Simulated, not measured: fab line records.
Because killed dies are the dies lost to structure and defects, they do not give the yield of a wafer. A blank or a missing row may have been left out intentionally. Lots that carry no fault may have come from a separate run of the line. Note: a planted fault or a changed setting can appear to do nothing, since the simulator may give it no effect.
fab line records ; flow gf180mcu
record lots=15; wafers=45; lastDay=34
route steps=602 shown V2@400 M3@420
lots that met no fault: from a run of the same line without faults
startH: hours from the record's first day to the start of the lot's first wafer shown ; waitH: hours from the lot's prior step to this one ; " identical to the entry in the row above ; L1.1+2: one row covering several wafers at once ; - no value, or no start was given ; * or withheld: withheld ; < > ~ a bound
route shown NAME@n: names a module that has steps shown in the file, with the first one's number in the route ; usual: the fault-free wafers' mean and standard deviation ; same: alike in all rows ; chamber/n: place in a boat ; sites: readings site by site ; _std_site: the standard deviation of these ; _edge_site: inner sites' mean taken away from outer sites' mean ; radiusMm: how far each site lies from the wafer's centre ; mask NAME#n: copy n ; behind: tool/chamber where the wafer was last shaped ; hold: the reason the lot was held/the length of the hold in hours/how it ended ; device: the transistor (n, p or np) that didn't switch ; end of line: the tests these same wafers got at the end of their route ; a step given without rows: its recipe and nothing more ; killed: at the first sort, the dies lost to defects and structure; wafer yield is something else ; map: a wafer's dies, marking killed ones x, the rest . and places with no die _
set.NAME: setting as actually run; set.NAME@STEP: the setting as run at that earlier step ; model.NAME: the simulator's own value behind a step, which no gauge read
the route's steps for a sample of lots (tables are steps, rows are wafers)
services: the hour from which a tool's chamber was out of use, counted from the record's first day as startH (under 0 if before that day), plus the number of hours and why
## steps
# step GF_V2_STRIP_18
# recipe chemistry=O2/N2; powerW=1400; pressureMtorr=1500; platenTempC=250; o2FlowSccm=3000; n2FlowSccm=300; overashFraction=0.5
# usual drypumpMotorCurrentA=5.71/0.12; heaterPowerW=329/37; oesProductAu=0.594/0.0049; platenTempC=249.97/0.18
lot.wafer;tool;chamber;startH;waitH;drypumpMotorCurrentA;heaterPowerW;oesProductAu;platenTempC;rfHoursCounterH
L904.1;plasmaAsher-02;0;481.02;-;5.55;322;0.598;249.94;6
L904.3;plasmaAsher-02;1;481.02;-;5.84;295;0.591;249.84;-
L904.6;plasmaAsher-02;0;481.02;-;5.56;312;0.586;249.98;-
L905.2;plasmaAsher-01;1;484.52;-;5.73;359;0.594;249.99;85
L905.3;plasmaAsher-01;0;484.52;-;5.66;293;0.593;249.94;-
L905.5;plasmaAsher-01;1;484.52;-;5.69;357;0.603;249.92;-
L907.3;plasmaAsher-03;0;505.08;-;5.69;374;0.594;249.69;-
L907.5;plasmaAsher-03;0;505.08;-;5.69;374;0.598;249.99;-
L907.6;plasmaAsher-03;1;505.08;-;5.91;397;0.599;249.84;-
L908.2;plasmaAsher-03;1;510.97;-;5.89;388;0.596;249.75;74
L908.5;plasmaAsher-03;0;510.97;-;5.67;373;0.595;249.90;-
L908.6;plasmaAsher-03;1;510.97;-;5.87;383;0.592;250.05;-
L909.1;plasmaAsher-02;0;522.55;-;5.57;310;0.597;249.75;10
L909.2;plasmaAsher-02;1;522.55;-;5.82;287;0.590;249.80;10
L909.6;plasmaAsher-02;0;522.55;-;5.56;311;0.596;249.84;-
L910.2;plasmaAsher-01;0;530.32;-;5.59;299;0.596;250.01;89
L910.3;plasmaAsher-01;0;530.32;-;5.66;297;0.600;249.88;-
L910.6;plasmaAsher-01;1;530.32;-;5.72;357;0.604;250.20;-
L912.2;plasmaAsher-02;0;546.35;-;5.57;321;0.593;249.90;12
L912.3;plasmaAsher-02;0;546.35;-;5.55;317;0.600;250.16;-
L912.4;plasmaAsher-02;1;546.35;-;5.81;292;0.594;249.61;-
L913.1;plasmaAsher-02;0;556.74;-;5.55;318;0.601;249.91;14
L913.3;plasmaAsher-02;0;556.74;-;5.55;322;0.594;249.76;-
L913.6;plasmaAsher-02;0;556.74;-;5.56;311;0.597;249.83;-
L914.1;plasmaAsher-02;0;564.17;-;5.55;322;0.587;249.93;14
L914.3;plasmaAsher-02;1;564.17;-;5.80;298;0.593;250.09;-
L914.6;plasmaAsher-02;0;564.17;-;5.56;319;0.584;250.17;-
L915.1;plasmaAsher-02;0;568.39;-;5.57;317;0.599;250.12;15
L915.5;plasmaAsher-02;0;568.39;-;5.57;318;0.592;250.24;-
L915.6;plasmaAsher-02;1;568.39;-;5.79;285;0.598;249.72;-
L916.1;plasmaAsher-02;0;584.85;-;5.54;316;0.592;250.35;17
L916.3;plasmaAsher-02;0;584.85;-;5.57;325;0.597;250.39;-
L916.5;plasmaAsher-02;1;584.85;-;5.86;299;0.592;250.05;-
L918.3;plasmaAsher-02;1;600.28;-;5.82;292;0.593;249.71;-
L918.4;plasmaAsher-02;0;600.28;-;5.57;317;0.595;249.47;-
L918.6;plasmaAsher-02;1;600.28;-;5.82;289;0.590;249.80;-
L923.1;plasmaAsher-01;0;633.14;-;5.67;294;0.599;249.92;101
L923.4;plasmaAsher-01;0;633.14;-;5.63;291;0.592;250.02;-
L923.6;plasmaAsher-01;0;633.14;-;5.66;298;0.600;249.88;-
L924.3;plasmaAsher-03;0;643.37;-;5.70;375;0.591;250.04;-
L924.4;plasmaAsher-03;1;643.37;-;5.91;395;0.592;250.12;-
L924.6;plasmaAsher-03;1;643.37;-;5.90;383;0.592;250.28;-
L925.2;plasmaAsher-03;1;650.84;-;5.91;376;0.596;250.08;87
L925.5;plasmaAsher-03;0;650.84;-;5.70;368;0.582;249.94;-
L925.6;plasmaAsher-03;1;650.84;-;5.88;400;0.578;249.96;-
# step GF_M3_EXPOSE_11
# recipe maskId=Metal3; targetCdNm=280; na=0.68; sourceShape=conventional; sigmaOuter=0.6; doseMj=28.64
# usual exposureDoseMJCm2=28.001/0.028; focusOffsetNm=0.0/0.56
lot.wafer;tool;chamber;startH;waitH;mask;exposureDoseMJCm2;focusOffsetNm
L904.1;krfScanner-02;0;494.86;-;Metal3#0;27.985;0.2
L904.3;krfScanner-02;0;494.86;-;Metal3#0;28.002;0.0
L904.6;krfScanner-02;0;494.86;-;Metal3#0;28.021;-0.6
L905.2;krfScanner-01;0;498.49;-;Metal3#0;27.966;-0.5
L905.3;krfScanner-01;0;498.49;-;Metal3#0;27.977;-0.4
L905.5;krfScanner-01;0;498.49;-;Metal3#0;27.990;-0.7
L907.3;krfScanner-01;0;518.33;-;Metal3#0;28.029;0.8
L907.5;krfScanner-01;0;518.33;-;Metal3#0;28.050;1.2
L907.6;krfScanner-01;0;518.33;-;Metal3#0;27.980;-0.1
L908.2;krfScanner-02;0;524.43;-;Metal3#0;27.996;-0.4
L908.5;krfScanner-02;0;524.43;-;Metal3#0;27.988;-0.4
L908.6;krfScanner-02;0;524.43;-;Metal3#0;27.973;-0.1
L909.1;krfScanner-01;0;535.31;-;Metal3#0;27.982;-0.2
L909.2;krfScanner-01;0;535.31;-;Metal3#0;27.979;0.5
L909.6;krfScanner-01;0;535.31;-;Metal3#0;27.990;0.1
L910.2;krfScanner-02;0;543.48;-;Metal3#0;27.935;0.0
L910.3;krfScanner-02;0;543.48;-;Metal3#0;27.966;-0.3
L910.6;krfScanner-02;0;543.48;-;Metal3#0;27.960;0.8
L912.2;krfScanner-01;0;558.73;-;Metal3#0;28.007;0.3
L912.3;krfScanner-01;0;558.73;-;Metal3#0;28.004;-0.1
L912.4;krfScanner-01;0;558.73;-;Metal3#0;27.987;-0.6
L913.1;krfScanner-02;-;570.01;-;Metal3#0;-;-
L913.3;krfScanner-02;-;570.01;-;Metal3#0;-;-
L913.6;krfScanner-02;-;570.01;-;Metal3#0;-;-
L914.1;krfScanner-01;-;576.79;-;Metal3#0;-;-
L914.3;krfScanner-01;-;576.79;-;Metal3#0;-;-
L914.6;krfScanner-01;-;576.79;-;Metal3#0;-;-
L915.1;krfScanner-02;-;580.61;-;Metal3#0;-;-
L915.5;krfScanner-02;-;580.61;-;Metal3#0;-;-
L915.6;krfScanner-02;-;580.61;-;Metal3#0;-;-
L916.1;krfScanner-01;0;597.21;-;Metal3#0;27.997;0.6
L916.3;krfScanner-01;0;597.21;-;Metal3#0;27.985;-0.5
L916.5;krfScanner-01;0;597.21;-;Metal3#0;28.015;0.2
L918.3;krfScanner-01;0;612.57;-;Metal3#0;28.001;-0.9
L918.4;krfScanner-01;0;612.57;-;Metal3#0;28.025;0.0
L918.6;krfScanner-01;0;612.57;-;Metal3#0;28.033;0.9
L923.1;krfScanner-02;0;644.93;-;Metal3#0;27.994;0.7
L923.4;krfScanner-02;0;644.93;-;Metal3#0;28.013;-0.4
L923.6;krfScanner-02;0;644.93;-;Metal3#0;27.977;0.4
L924.3;krfScanner-02;0;654.89;-;Metal3#0;28.022;-1.2
L924.4;krfScanner-02;0;654.89;-;Metal3#0;28.073;0.1
L924.6;krfScanner-02;0;654.89;-;Metal3#0;28.075;-0.1
L925.2;krfScanner-02;0;662.65;-;Metal3#0;27.971;1.1
L925.5;krfScanner-02;0;662.65;-;Metal3#0;27.981;-0.9
L925.6;krfScanner-02;0;662.65;-;Metal3#0;27.969;-0.1
# step GF_M3_CD_MEAS_14
# recipe targetCdNm=280
# usual cdNm=280.0/1
lot.wafer;tool;chamber;startH;waitH;cdNm
L904.1;cdSem-01;-;505.88;0.1;280.0
L904.3;cdSem-01;-;505.88;0.1;280.4
L904.6;cdSem-01;-;505.88;0.1;280.6
L905.2;cdSem-01;-;509.78;0.1;281.3
L905.3;cdSem-01;-;509.78;0.1;280.0
L905.5;cdSem-01;-;509.78;0.1;280.6
L907.3;cdSem-02;-;529.37;0.1;280.1
L907.5;cdSem-02;-;529.37;0.1;280.1
L907.6;cdSem-02;-;529.37;0.1;279.7
L908.2;cdSem-01;-;535.05;0.1;281.2
L908.5;cdSem-01;-;535.05;0.1;281.1
L908.6;cdSem-01;-;535.05;0.1;280.9
L909.1;cdSem-02;-;546.98;0.1;280.0
L909.2;cdSem-02;-;546.98;0.1;279.9
L909.6;cdSem-02;-;546.98;0.1;280.1
L910.2;cdSem-02;-;554.15;0.1;280.3
L910.3;cdSem-02;-;554.15;0.1;280.4
L910.6;cdSem-02;-;554.15;0.1;280.8
L912.2;cdSem-01;-;570.00;0.1;280.3
L912.3;cdSem-01;-;570.00;0.1;280.2
L912.4;cdSem-01;-;570.00;0.1;280.1
L913.1;cdSem-02;-;580.33;0.1;-
L913.3;cdSem-02;-;580.33;0.1;-
L913.6;cdSem-02;-;580.33;0.1;-
L914.1;cdSem-01;-;587.48;0.1;-
L914.3;cdSem-01;-;587.48;0.1;-
L914.6;cdSem-01;-;587.48;0.1;-
L915.1;cdSem-01;-;591.81;0.1;-
L915.5;cdSem-01;-;591.81;0.1;-
L915.6;cdSem-01;-;591.81;0.1;-
L916.1;cdSem-02;-;607.66;0.1;280.3
L916.3;cdSem-02;-;607.66;0.1;280.0
L916.5;cdSem-02;-;607.66;0.1;280.1
L918.3;cdSem-01;-;622.85;0.1;279.8
L918.4;cdSem-01;-;622.85;0.1;280.2
L918.6;cdSem-01;-;622.85;0.1;279.1
L923.1;cdSem-02;-;654.93;0.1;277.6
L923.4;cdSem-02;-;654.93;0.1;278.7
L923.6;cdSem-02;-;654.93;0.1;277.6
L924.3;cdSem-01;-;664.95;0.1;280.0
L924.4;cdSem-01;-;664.95;0.1;279.7
L924.6;cdSem-01;-;664.95;0.1;278.7
L925.2;cdSem-02;-;671.60;0.1;279.2
L925.5;cdSem-02;-;671.60;0.1;278.5
L925.6;cdSem-02;-;671.60;0.1;279.6
# step GF_M3_STRIP_17
# recipe chemistry=O2/N2; powerW=1400; pressureMtorr=1500; platenTempC=250; o2FlowSccm=3000; n2FlowSccm=300; overashFraction=0.5
# usual drypumpMotorCurrentA=5.81/0.17; heaterPowerW=328/30; oesProductAu=0.538/0.0048; platenTempC=250.04/0.18; stripTimeToEndpointS=7.38/0.044
lot.wafer;tool;chamber;startH;waitH;drypumpMotorCurrentA;heaterPowerW;oesProductAu;platenTempC;rfHoursCounterH;stripTimeToEndpointS
L904.1;plasmaAsher-03;1;506.17;0.1;5.90;383;0.535;249.59;74;7.37
L904.3;plasmaAsher-03;1;506.17;0.1;5.90;377;0.543;249.94;-;7.35
L904.6;plasmaAsher-03;0;506.17;0.1;5.70;378;0.540;250.04;-;7.36
L905.2;plasmaAsher-04;0;510.05;0.1;5.87;332;0.541;249.99;41;7.43
L905.3;plasmaAsher-04;1;510.05;0.1;6.09;358;0.530;250.01;-;7.43
L905.5;plasmaAsher-04;0;510.05;0.1;5.87;333;0.530;249.76;-;7.41
L907.3;plasmaAsher-04;0;529.65;0.1;5.90;334;0.537;250.17;-;7.39
L907.5;plasmaAsher-04;1;529.65;0.1;6.08;351;0.538;250.26;-;7.41
L907.6;plasmaAsher-04;0;529.65;0.1;5.89;337;0.539;250.03;-;7.36
L908.2;plasmaAsher-02;0;535.32;0.1;5.57;317;0.532;250.13;11;7.39
L908.5;plasmaAsher-02;1;535.32;0.1;5.82;287;0.545;250.20;-;7.35
L908.6;plasmaAsher-02;0;535.32;0.1;5.56;312;0.544;250.28;-;7.38
L909.1;plasmaAsher-02;0;547.27;0.1;5.55;328;0.544;250.03;13;7.46
L909.2;plasmaAsher-02;1;547.27;0.1;5.83;284;0.534;250.35;13;7.41
L909.6;plasmaAsher-02;0;547.27;0.1;5.56;317;0.537;249.91;-;7.41
L910.2;plasmaAsher-04;0;554.42;0.1;5.91;326;0.533;250.16;46;7.37
L910.3;plasmaAsher-04;1;554.42;0.1;6.05;356;0.542;249.98;-;7.41
L910.6;plasmaAsher-04;1;554.42;0.1;6.06;341;0.542;249.99;-;7.39
L912.2;plasmaAsher-04;1;570.27;0.1;6.08;354;0.541;250.46;47;7.40
L912.3;plasmaAsher-04;1;570.27;0.1;6.08;352;0.542;250.24;-;7.46
L912.4;plasmaAsher-04;0;570.27;0.1;5.86;325;0.542;250.03;-;7.41
L913.1;plasmaAsher-02;1;580.62;0.1;5.82;292;0.533;250.08;16;7.39
L913.3;plasmaAsher-02;1;580.62;0.1;5.87;286;0.542;250.26;-;7.39
L913.6;plasmaAsher-02;0;580.62;0.1;5.57;316;0.540;249.82;-;7.43
L914.1;plasmaAsher-04;1;587.77;0.1;6.06;344;0.529;249.98;49;7.25
L914.3;plasmaAsher-04;1;587.77;0.1;6.07;345;0.531;249.95;-;7.31
L914.6;plasmaAsher-04;1;587.77;0.1;6.07;335;0.535;250.15;-;7.35
L915.1;plasmaAsher-02;1;592.10;0.1;5.81;293;0.547;249.93;17;7.38
L915.5;plasmaAsher-02;0;592.10;0.1;5.56;322;0.542;250.05;-;7.36
L915.6;plasmaAsher-02;1;592.10;0.1;5.83;294;0.537;249.77;-;7.43
L916.1;plasmaAsher-02;0;607.95;0.1;5.58;310;0.545;249.93;19;7.50
L916.3;plasmaAsher-02;0;607.95;0.1;5.58;320;0.538;249.88;-;7.37
L916.5;plasmaAsher-02;1;607.95;0.1;5.80;293;0.543;250.31;-;7.46
L918.3;plasmaAsher-02;1;623.13;0.1;5.84;286;0.543;249.88;-;7.39
L918.4;plasmaAsher-02;0;623.13;0.1;5.58;322;0.541;249.95;-;7.41
L918.6;plasmaAsher-02;0;623.13;0.1;5.57;319;0.537;249.84;-;7.37
L923.1;plasmaAsher-03;0;655.22;0.1;5.70;374;0.536;250.11;87;7.35
L923.4;plasmaAsher-03;0;655.22;0.1;5.69;369;0.543;249.97;-;7.35
L923.6;plasmaAsher-03;1;655.22;0.1;5.95;387;0.539;250.17;-;7.38
L924.3;plasmaAsher-04;0;665.23;0.1;5.92;328;0.544;249.84;-;7.33
L924.4;plasmaAsher-04;1;665.23;0.1;6.07;356;0.538;250.00;-;7.43
L924.6;plasmaAsher-04;0;665.23;0.1;5.89;324;0.531;250.08;-;7.31
L925.2;plasmaAsher-02;0;671.87;0.1;5.57;312;0.537;250.17;28;7.27
L925.5;plasmaAsher-02;0;671.87;0.1;5.56;317;0.543;249.71;-;7.32
L925.6;plasmaAsher-02;1;671.87;0.1;5.81;287;0.530;250.00;-;7.34
## services
tool;chamber;startH;hours;kind
plasmaAsher-04;-;458.41;4.4;repair
krfScanner-01;-;458.79;0.8;pm
krfScanner-02;-;461.46;1.3;pm
krfScanner-02;-;476.62;0.2;repair
krfScanner-02;-;483.24;5.7;repair
krfScanner-02;-;488.94;0.8;pm
krfScanner-02;-;498.01;1.0;pm
krfScanner-02;-;508.41;1.8;repair
krfScanner-01;-;516.68;1.3;pm
krfScanner-01;-;520.38;2.9;repair
plasmaAsher-03;-;522.22;0.7;repair
krfScanner-01;-;559.53;0.3;repair
krfScanner-02;-;567.71;0.7;repair
krfScanner-01;-;568.36;1.0;pm
plasmaAsher-03;-;587.47;3.4;repair
plasmaAsher-03;-;606.88;17.8;repair
krfScanner-02;-;611.56;3.6;pm
krfScanner-01;-;627.59;0.8;pm
krfScanner-02;-;637.36;1.3;pm
krfScanner-02;-;639.70;2.1;repair
krfScanner-02;-;652.30;0.8;pm
krfScanner-02;-;663.13;4.4;pm
krfScanner-02;-;667.50;1.0;pm
krfScanner-01;-;667.64;1.8;repair
## key
firstSign step=GF_M3_EXPOSE_11; reading=toolRecord; direction=missing
effect none on later readings
metAt GF_M3_EXPOSE_11
struckLots L913,L914,L915
laterRowsLeftOut L913.1,L913.3,L913.6,L914.1,L914.3,L914.6,L915.1,L915.5,L915.6
sortLeftOut L913.1,L913.3,L913.6,L914.1,L914.3,L914.6,L915.1,L915.5,L915.6
notActingAt GF_V2_STRIP_18,GF_M3_CD_MEAS_14,GF_M3_STRIP_17
onsetBetween 558.73 570.01
fault kind=skippedStepWhole; tool=krfScanner-01,krfScanner-02; chamber=-; onsetH=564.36; steps=GF_M3_EXPOSE_11; scope=struckLotsOnly
# sortLeftOut: the simulated sort isn't trusted on such a fault, so these wafers' sort isn't shown, and their yield isn't known
# laterRowsLeftOut: the simulator's readings of these wafers behind a module that went badly wrong aren't trusted and aren't shown, but for the sort
